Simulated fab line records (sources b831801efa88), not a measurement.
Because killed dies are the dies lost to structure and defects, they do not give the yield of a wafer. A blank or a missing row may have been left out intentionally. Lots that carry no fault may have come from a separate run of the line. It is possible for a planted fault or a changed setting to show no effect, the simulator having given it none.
The tool behind it: which one?	flow gf180mcu	12 lots with 36 wafers sampled at 5 steps, on a route of 602 steps

## WHAT THE GAUGES READ, wafer by wafer
GF_POLY_GATE_THK_MEAS_01.
lot	measured	on	POLY_GATE_CVD_00_THK (nm)
L527	day 9 03:55	film-metro-01	201.9 202.0 201.4
L528	day 9 06:55	film-metro-04	199.7 196.9 198.8
L530	day 9 18:29	film-metro-04	200.6 200.1 201.3
L532	day 10 13:53	film-metro-03	200.7 199.0 201.7
L533	day 10 19:23	film-metro-03	197.6 197.3 199.7
L534	day 10 23:33	film-metro-03	199.8 198.8 199.3
L535	day 11 05:14	film-metro-03	198.6 197.3 197.1
L536	day 11 07:02	film-metro-01	199.0 198.4 197.7
L544	day 13 16:41	film-metro-01	202.4 208.4 213.9
L545	day 13 22:31	film-metro-03	198.1 199.4 198.0
L546	day 14 05:16	film-metro-03	199.9 199.7 199.3
L547	day 14 14:11	film-metro-01	200.8 199.6 199.8

GF_POLY_GATE_CD_MEAS_18.
lot	measured	on	cd-nm (nm)
L527	day 10 00:32	cd-sem-01	278.1 275.5 279.9
L528	day 10 03:08	cd-sem-01	281.2 280.8 283.7
L530	day 10 13:58	cd-sem-01	277.6 280.3 281.0
L532	day 11 09:53	cd-sem-01	279.1 282.5 278.5
L533	day 11 16:22	cd-sem-01	282.0 279.3 278.5
L534	day 11 21:00	cd-sem-01	285.9 281.6 280.2
L535	day 12 01:38	cd-sem-02	278.9 276.3 276.3
L536	day 12 03:48	cd-sem-01	280.5 281.4 282.3
L544	day 14 16:29	cd-sem-01	282.4 278.1 278.8
L545	day 14 21:28	cd-sem-02	280.6 279.4 280.5
L546	day 15 03:37	cd-sem-01	279.5 281.4 281.6
L547	day 15 13:22	cd-sem-01	282.0 280.7 280.1

## WHAT TOOL EACH LOT RAN ON (gives the tool, then ch and the chambers of the sampled wafers, and finally the start)
lot	GF_DUAL_GATE_STRIP_13	GF_POLY_GATE_CVD_00	GF_POLY_GATE_ETCH_12
L527	plasma-asher-02 ch 0,1, day 9 00:51	lpcvd-02 ch 1, day 9 02:34	rie-diel-03 ch 1,2,3, day 9 21:52
L528	plasma-asher-01 ch 0,1, day 9 02:29	lpcvd-01 ch 0, day 9 04:55	rie-diel-03 ch 0,2,3, day 10 00:51
L530	plasma-asher-02 ch 0,1, day 9 15:28	lpcvd-02 ch 1, day 9 17:10	rie-diel-03 ch 1,2,3, day 10 12:24
L532	plasma-asher-01 ch 0,1, day 10 09:00	lpcvd-01 ch 1, day 10 12:34	rie-diel-03 ch 0,1,3, day 11 08:19
L533	plasma-asher-02 ch 1, day 10 14:54	lpcvd-01 ch 1, day 10 18:04	rie-diel-03 ch 1,3, day 11 13:55
L534	plasma-asher-01 ch 0,1, day 10 19:57	lpcvd-02 ch 0, day 10 22:13	rie-diel-02 ch 0,2,3, day 11 18:22
L535	plasma-asher-01 ch 0,1, day 11 00:55	lpcvd-01 ch 0, day 11 03:55	rie-diel-04 ch 0,2,3, day 12 00:04
L536	plasma-asher-04 ch 0,1, day 11 03:45	lpcvd-02 ch 0, day 11 05:42	rie-diel-02 ch 0,2,3, day 12 01:55
L544	plasma-asher-04 ch 0,1, day 13 13:21	lpcvd-01 ch 0, day 13 15:21	rie-diel-04 ch 1,2,3, day 14 13:13
L545	plasma-asher-04 ch 0,1, day 13 19:28	lpcvd-02 ch 1, day 13 21:10	rie-diel-04 ch 0,2, day 14 19:54
L546	plasma-asher-01 ch 0,1, day 14 02:13	lpcvd-02 ch 1, day 14 03:55	rie-diel-02 ch 2,3, day 15 02:03
L547	plasma-asher-01 ch 0,1, day 14 09:35	lpcvd-02 ch 0, day 14 12:50	rie-diel-03 ch 0,3, day 15 11:45
- GF_DUAL_GATE_STRIP_13: strips in O2/N2.
- GF_POLY_GATE_CVD_00: deposits poly-Si, target thk 200 nm, time 1200 s.
- GF_POLY_GATE_ETCH_12: etches BARC in N2/H2.

## AS READ BY THE TOOLS THEMSELVES (means over the sampled wafers that have a number; for cases with no such wafer, the mark the record gives instead)
GF_DUAL_GATE_STRIP_13.
lot	tool	drypump-motor-current-A (A)	heater-power-w (W)	oes-product-au (a.u.)	strip-time-to-endpoint-s (s)
L527	plasma-asher-02	5.5	312	0.718	12.62
L528	plasma-asher-01	5.6	308	0.716	12.61
L530	plasma-asher-02	5.5	312	0.722	12.65
L532	plasma-asher-01	5.6	306	0.713	12.69
L533	plasma-asher-02	5.8	304	0.709	12.61
L534	plasma-asher-01	5.6	303	0.716	12.61
L535	plasma-asher-01	5.3	304	0.718	12.62
L536	plasma-asher-04	5.8	297	0.718	12.69
L544	plasma-asher-04	6.1	318	0.716	12.65
L545	plasma-asher-04	5.8	291	0.717	12.60
L546	plasma-asher-01	5.3	302	0.717	12.65
L547	plasma-asher-01	5.3	302	0.714	12.61

GF_POLY_GATE_CVD_00.
lot	tool	spike-tc-centre-C (C)	zone-power-centre-pct (%)	zone-power-lower-pct (%)
L527	lpcvd-02	619.6	8.4	9.1
L528	lpcvd-01	618.8	9.6	9.0
L530	lpcvd-02	620.5	8.5	8.9
L532	lpcvd-01	621.2	9.4	9.8
L533	lpcvd-01	621.1	9.3	10.0
L534	lpcvd-02	620.7	8.5	9.0
L535	lpcvd-01	619.6	9.6	9.0
L536	lpcvd-02	621.4	8.5	9.0
L544	lpcvd-01	636.9	12.7	7.6
L545	lpcvd-02	620.5	8.4	9.0
L546	lpcvd-02	620.0	8.5	9.0
L547	lpcvd-02	620.6	8.5	9.1

GF_POLY_GATE_ETCH_12.
lot	tool	drypump-motor-current-A (A)	oes-product-au (a.u.)	throttle-valve-pct (%)
L527	rie-diel-03	5.6	0.737	13.215
L528	rie-diel-03	5.4	0.731	13.208
L530	rie-diel-03	5.6	0.736	13.214
L532	rie-diel-03	5.7	0.736	13.222
L533	rie-diel-03	5.7	0.735	13.218
L534	rie-diel-02	6.0	0.734	13.213
L535	rie-diel-04	5.8	0.734	13.213
L536	rie-diel-02	6.1	0.737	13.213
L544	rie-diel-04	6.0	0.733	13.206
L545	rie-diel-04	5.4	0.738	13.222
L546	rie-diel-02	5.9	0.732	13.219
L547	rie-diel-03	5.6	0.733	13.218

## THE ANSWER, worked out from the rows above alone
Rule: what is usual is taken from the lots themselves. Put in order of their means at a reading, lots are off if they are a third of the lots or fewer, leave a main group of 4 or more, and stand apart from it by a gap of 3 or more times the standard deviation of the main group's means; of several such gaps the widest counts. If all means in a main group match to the digits the tables above print for the reading, that group is not used. Also off: a lot with no number at a reading for which 4 or more lots have one. Where the step has rows for the other lots, those lots are counted as sound. The gauges are gone through in route order, then the tools' own readings, and for those a lot's mean is taken as printed above. The first step at which some lot is off is used, and at that step the reading that is off furthest; a lot without a number counts as furthest.
Off: at GF_POLY_GATE_THK_MEAS_01 (POLY_GATE_CVD_00_THK), L544. For the main group the mean is 199.4 nm and the standard deviation 1.2.
If a tool, at a process step before that reading, ran all the lots that are off and no sound lot after the first of them, it fits. Not tried: the gauges at GF_POLY_GATE_THK_MEAS_01; whatever is off there is also off at GF_POLY_GATE_CVD_00, on other tools, and gauge error can't account for it. One candidate fits, namely lpcvd-01 at GF_POLY_GATE_CVD_00. Its last sound lot is L535 (day 11 03:55), its first lot that is off L544 (day 13 15:21): a fault that began between those two fits.
The tool's own readings at GF_POLY_GATE_CVD_00 bear it out: on the lots that are off they differ by more than 5 times the standard deviation of the sound lots' means. spike-tc-centre-C reads 636.9 C there against 620.4 C on the sound lots; zone-power-centre-pct reads 12.7 % there against 8.8 % on the sound lots.

## WHAT THE SIMULATOR PUT IN
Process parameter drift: lpcvd-01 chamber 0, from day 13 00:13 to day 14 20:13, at GF_POLY_GATE_CVD_00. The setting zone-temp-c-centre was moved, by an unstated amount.
Shown lots that were struck: L544. The same result came from the rule above.
